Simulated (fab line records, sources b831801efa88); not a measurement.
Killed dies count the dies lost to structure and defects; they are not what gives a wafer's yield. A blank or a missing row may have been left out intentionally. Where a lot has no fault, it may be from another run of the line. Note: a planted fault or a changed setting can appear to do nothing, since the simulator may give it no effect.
Split-lot study | flow sky130 | 23 wafers read from 5 lots, route of 708 steps

== THE SPLIT ==
At SKY_FIELD_ISO_OXIDATION_01 (stabilise 600 s, purge 300 s, target thk 12 nm), the setting temp c was moved away from the recipe's 900 C on 15 of the 23 wafers read, by -1.8% to -1.1%. The other wafers ran this setting at the recipe's value.

There is no step in the file separating the split from the reading.

== THE READING ==
FIELD_ISO_OXIDATION_00_THK, in nm, at SKY_FIELD_ISO_THK_MEAS_02. On this fab line, fault-free wafers typically give 12.12 nm with a standard deviation of 0.24 nm.

wafer  | tool, chamber at the split | temp c as run, C | against the recipe | FIELD_ISO_OXIDATION_00_THK, nm | against lot-mates on the recipe
L074.1 | -, -                       | 883.8            | -1.8%              | 10.19                          | no lot-mate on the recipe
L074.2 | -, -                       | 883.8            | -1.8%              | 10.14                          | no lot-mate on the recipe
L074.3 | -, -                       | 883.8            | -1.8%              | 10.29                          | no lot-mate on the recipe
L074.5 | -, -                       | 883.8            | -1.8%              | 10.28                          | no lot-mate on the recipe
L074.6 | -, -                       | 883.8            | -1.8%              | 10.06                          | no lot-mate on the recipe
L079.2 | furnace-01, 0              | 900              | recipe             | 12.20                          | -
L079.4 | furnace-01, 0              | 900              | recipe             | 11.85                          | -
L079.5 | furnace-01, 0              | 900              | recipe             | 12.13                          | -
L081.1 | -, -                       | 885.2            | -1.6%              | 10.45                          | no lot-mate on the recipe
L081.2 | -, -                       | 885.2            | -1.6%              | 10.54                          | no lot-mate on the recipe
L081.3 | -, -                       | 885.2            | -1.6%              | 10.60                          | no lot-mate on the recipe
L081.4 | -, -                       | 885.2            | -1.6%              | 10.32                          | no lot-mate on the recipe
L081.6 | -, -                       | 885.2            | -1.6%              | 10.21                          | no lot-mate on the recipe
L082.1 | -, -                       | 890.2            | -1.1%              | 10.78                          | no lot-mate on the recipe
L082.2 | -, -                       | 890.2            | -1.1%              | 10.84                          | no lot-mate on the recipe
L082.3 | -, -                       | 890.2            | -1.1%              | 10.71                          | no lot-mate on the recipe
L082.4 | -, -                       | 890.2            | -1.1%              | 10.84                          | no lot-mate on the recipe
L082.6 | -, -                       | 890.2            | -1.1%              | 10.75                          | no lot-mate on the recipe
L084.1 | -, -                       | 900              | recipe             | 12.66                          | -
L084.2 | -, -                       | 900              | recipe             | 12.40                          | -
L084.3 | -, -                       | 900              | recipe             | 12.44                          | -
L084.4 | -, -                       | 900              | recipe             | 12.66                          | -
L084.6 | -, -                       | 900              | recipe             | 12.66                          | -

THE FIT
A straight line over all 23 wafers: FIELD_ISO_OXIDATION_00_THK changes by +1.21 nm for each +1% of temp c; r = +0.97; the points scatter about the line by 0.23 nm.
Too few moved wafers with a lot-mate on the recipe to fit a line net of each lot's own level.

== THE WHOLE CHAIN: every reading that the file lists as answering this split, in the file's order ==
step                       | what it does                                                         | reading                                                                                | change (the file's fit)              | r (the file's)
SKY_FIELD_ISO_OXIDATION_01 | stabilise 600 s, purge 300 s, target thk 12 nm                       | SiO2_of_FIELD_ISO_OXIDATION_01.thk nm (the simulator's own value, which no gauge read) | +1.22 nm for each +1% of the setting | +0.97
SKY_FIELD_ISO_THK_MEAS_02  |                                                                      | FIELD_ISO_OXIDATION_00_THK                                                             | +1.21 for each +1% of the setting    | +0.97
SKY_FIELD_ISO_ETCH_14      | etches BARC in N2/H2, stops on SiO2, time 45.9 s, target depth 60 nm | etch.depth nm (the simulator's own value, which no gauge read)                         | -1.8 nm for each +1% of the setting  | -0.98

== FILE'S OWN FIT ==
FIELD_ISO_OXIDATION_00_THK changes by +1.21 nm for each +1% of temp c, r = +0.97.
